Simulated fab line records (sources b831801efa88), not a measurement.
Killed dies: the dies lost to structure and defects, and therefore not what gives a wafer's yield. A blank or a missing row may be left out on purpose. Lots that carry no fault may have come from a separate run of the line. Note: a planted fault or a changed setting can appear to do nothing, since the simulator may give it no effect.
What tool caused it? ; flow gf180mcu ; 24 lots with 72 wafers sampled at 4 steps, on a route of 602 steps

WHAT THE GAUGES READ, wafer by wafer
GF_V1_BOW_MEAS_05.
lot;measured;on;V1_BOW (um)
L074;day 17 02:47;film_metro-02;67 82 75
L075;day 17 09:50;film_metro-02;83 80 82
L076;day 17 20:48;film_metro-04;107 97 96
L077;day 18 04:34;film_metro-04;76 80 80
L078;day 18 15:55;film_metro-02;92 84 91
L079;day 18 23:52;film_metro-02;78 86 86
L080;day 19 12:07;film_metro-03;84 87 77
L081;day 19 22:41;film_metro-02;90 91 85
L082;day 20 08:07;film_metro-02;84 89 89
L083;day 20 19:23;film_metro-02;80 79 82
L084;day 20 23:37;film_metro-02;87 89 93
L085;day 21 15:33;film_metro-03;88 72 70
L086;day 22 01:16;film_metro-04;96 90 90
L087;day 22 06:47;film_metro-03;89 85 78
L088;day 22 11:25;film_metro-02;89 79 81
L089;day 22 21:10;film_metro-02;90 88 95
L090;day 23 05:25;film_metro-02;86 93 90
L091;day 23 12:26;film_metro-04;96 97 79
L092;day 23 19:48;film_metro-02;78 82 76
L093;day 24 04:34;film_metro-04;78 85 80
L094;day 24 12:50;film_metro-04;84 107 91
L095;day 24 19:46;film_metro-02;74 82 76
L096;day 25 02:41;film_metro-02;84 87 80
L097;day 25 11:55;film_metro-02;80 87 86

GF_M2_THK_MEAS_06: measures by xrf.
lot;measured;on;M2_ALCU_THK (nm)
L074;day 18 03:40;film_metro-02;450 453 461
L075;day 18 11:31;film_metro-02;448 452 450
L076;day 18 22:26;film_metro-04;449 455 448
L077;day 19 07:01;film_metro-01;447 449 455
L078;day 19 18:24;film_metro-02;452 449 451
L079;day 20 01:32;film_metro-02;456 451 450
L080;day 20 14:07;film_metro-01;455 454 458
L081;day 21 01:00;film_metro-02;450 454 461
L082;day 21 10:04;film_metro-02;454 453 460
L083;day 21 21:33;film_metro-04;453 457 453
L084;day 22 01:06;film_metro-01;450 453 451
L085;day 22 16:38;film_metro-01;461 451 455
L086;day 23 02:31;film_metro-02;450 447 448
L087;day 23 08:05;film_metro-02;452 450 452
L088;day 23 13:01;film_metro-02;451 461 448
L089;day 23 21:44;film_metro-04;454 458 450
L090;day 24 05:28;film_metro-04;459 461 458
L091;day 24 12:32;film_metro-02;455 452 455
L092;day 24 20:20;film_metro-02;449 457 465
L093;day 25 04:33;film_metro-02;453 453 455
L094;day 25 12:55;film_metro-01;459 466 464
L095;day 25 19:41;film_metro-01;450 445 453
L096;day 26 01:19;film_metro-02;452 452 456
L097;day 26 11:55;film_metro-01;449 442 453

EACH LOT AND THE TOOL THAT RAN IT (in order: tool; ch and the chambers of the sampled wafers; start)
lot;GF_V1_STRIP_18;GF_M2_SPUTTER_04
L074;plasma_asher-01 ch 0,1, day 18 02:05;pvd_sputter-02, day 18 03:30
L075;plasma_asher-04 ch 0,1, day 18 09:56;pvd_sputter-03, day 18 11:20
L076;plasma_asher-03 ch 0,1, day 18 20:52;pvd_sputter-04, day 18 22:16
L077;plasma_asher-01 ch 0,1, day 19 05:23;pvd_sputter-03, day 19 06:50
L078;plasma_asher-03 ch 0,1, day 19 16:44;pvd_sputter-02, day 19 18:13
L079;plasma_asher-03 ch 0,1, day 19 23:56;pvd_sputter-02, day 20 01:21
L080;plasma_asher-04 ch 0,1, day 20 12:32;pvd_sputter-04, day 20 13:56
L081;plasma_asher-01 ch 0,1, day 20 23:26;pvd_sputter-02, day 21 00:50
L082;plasma_asher-03 ch 0,1, day 21 08:29;pvd_sputter-03, day 21 09:54
L083;plasma_asher-04 ch 0,1, day 21 19:59;pvd_sputter-04, day 21 21:23
L084;plasma_asher-04 ch 0,1, day 21 23:32;pvd_sputter-03, day 22 00:56
L085;plasma_asher-04 ch 0,1, day 22 15:01;pvd_sputter-02, day 22 16:29
L086;plasma_asher-01 ch 0, day 23 00:47;pvd_sputter-02, day 23 02:20
L087;plasma_asher-04 ch 0,1, day 23 06:23;pvd_sputter-03, day 23 07:55
L088;plasma_asher-01 ch 0,1, day 23 11:26;pvd_sputter-03, day 23 12:51
L089;plasma_asher-01 ch 0,1, day 23 20:10;pvd_sputter-04, day 23 21:34
L090;plasma_asher-03 ch 0,1, day 24 03:53;pvd_sputter-04, day 24 05:18
L091;plasma_asher-03 ch 0,1, day 24 10:58;pvd_sputter-04, day 24 12:22
L092;plasma_asher-04 ch 0,1, day 24 18:22;pvd_sputter-03, day 24 20:09
L093;plasma_asher-04 ch 0,1, day 25 02:53;pvd_sputter-04, day 25 04:23
L094;plasma_asher-04 ch 0,1, day 25 11:14;pvd_sputter-04, day 25 12:43
L095;plasma_asher-01 ch 0,1, day 25 17:47;pvd_sputter-03, day 25 19:32
L096;plasma_asher-04 ch 0,1, day 25 23:44;pvd_sputter-03, day 26 01:09
L097;plasma_asher-04 ch 0,1, day 26 10:01;pvd_sputter-02, day 26 11:46
- GF_V1_STRIP_18: strips in O2/N2.
- GF_M2_SPUTTER_04: material TiN, target thk 50 nm, time 41.7 s.

WHAT THE TOOLS THEMSELVES READ (means of the sampled wafers that have a number; where no wafer has one, the mark that the record gives instead)
GF_V1_STRIP_18.
lot;tool;drypump_motor_current_A (A);heater_power_w (W);o2_flow_sccm (sccm);oes_product_au (a.u.)
L074;plasma_asher-01;5.4;333;3005;0.591
L075;plasma_asher-04;5.8;311;2999;0.591
L076;plasma_asher-03;6.0;392;3012;0.593
L077;plasma_asher-01;5.4;357;3014;0.595
L078;plasma_asher-03;5.9;370;2998;0.594
L079;plasma_asher-03;6.0;399;2999;0.592
L080;plasma_asher-04;5.8;312;3006;0.587
L081;plasma_asher-01;5.3;366;3004;0.596
L082;plasma_asher-03;6.0;388;3005;0.593
L083;plasma_asher-04;5.5;285;3005;0.591
L084;plasma_asher-04;5.5;292;3006;0.594
L085;plasma_asher-04;5.5;290;2998;0.591
L086;plasma_asher-01;5.5;341;3005;0.600
L087;plasma_asher-04;5.8;311;2999;0.596
L088;plasma_asher-01;5.3;362;3004;0.595
L089;plasma_asher-01;5.3;376;2998;0.595
L090;plasma_asher-03;6.0;388;3002;0.592
L091;plasma_asher-03;6.0;393;2998;0.593
L092;plasma_asher-04;5.8;307;3007;0.595
L093;plasma_asher-04;5.5;292;3007;0.595
L094;plasma_asher-04;5.5;291;2996;0.594
L095;plasma_asher-01;5.3;375;2997;0.594
L096;plasma_asher-04;5.8;305;3013;0.590
L097;plasma_asher-04;5.5;293;2995;0.594

GF_M2_SPUTTER_04.
lot;tool;throttle_valve_pct (%)
L074;pvd_sputter-02;30.1
L075;pvd_sputter-03;29.6
L076;pvd_sputter-04;30.1
L077;pvd_sputter-03;30.8
L078;pvd_sputter-02;29.8
L079;pvd_sputter-02;28.9
L080;pvd_sputter-04;30.5
L081;pvd_sputter-02;29.2
L082;pvd_sputter-03;29.7
L083;pvd_sputter-04;30.4
L084;pvd_sputter-03;29.5
L085;pvd_sputter-02;30.6
L086;pvd_sputter-02;29.6
L087;pvd_sputter-03;29.7
L088;pvd_sputter-03;29.1
L089;pvd_sputter-04;30.3
L090;pvd_sputter-04;30.4
L091;pvd_sputter-04;30.5
L092;pvd_sputter-03;30.2
L093;pvd_sputter-04;30.3
L094;pvd_sputter-04;30.1
L095;pvd_sputter-03;30.2
L096;pvd_sputter-03;30.0
L097;pvd_sputter-02;29.7

THE ANSWER, worked out from the rows above alone
Rule: the usual values come from the lots themselves. Put in order of their means at a reading, lots are off if they are a third of the lots or fewer, leave a main group of 4 or more, and stand apart from it by a gap of 3 or more times the standard deviation of the main group's means; of several such gaps the widest counts. Not used: any main group whose means are identical at the precision the tables above print for the reading. Also off: a lot with no number at a reading for which 4 or more lots have one. Any other lot the step has rows for is counted as sound. After the gauges, taken in route order, come the tools' own readings; for these a lot's mean is taken, as printed above. At the first step where some lot is off, the reading lying furthest off is the one used; lots without a number count as furthest.
Across all readings shown, no lot is off: no conclusion can be drawn from this.

WHAT THE SIMULATOR PUT IN
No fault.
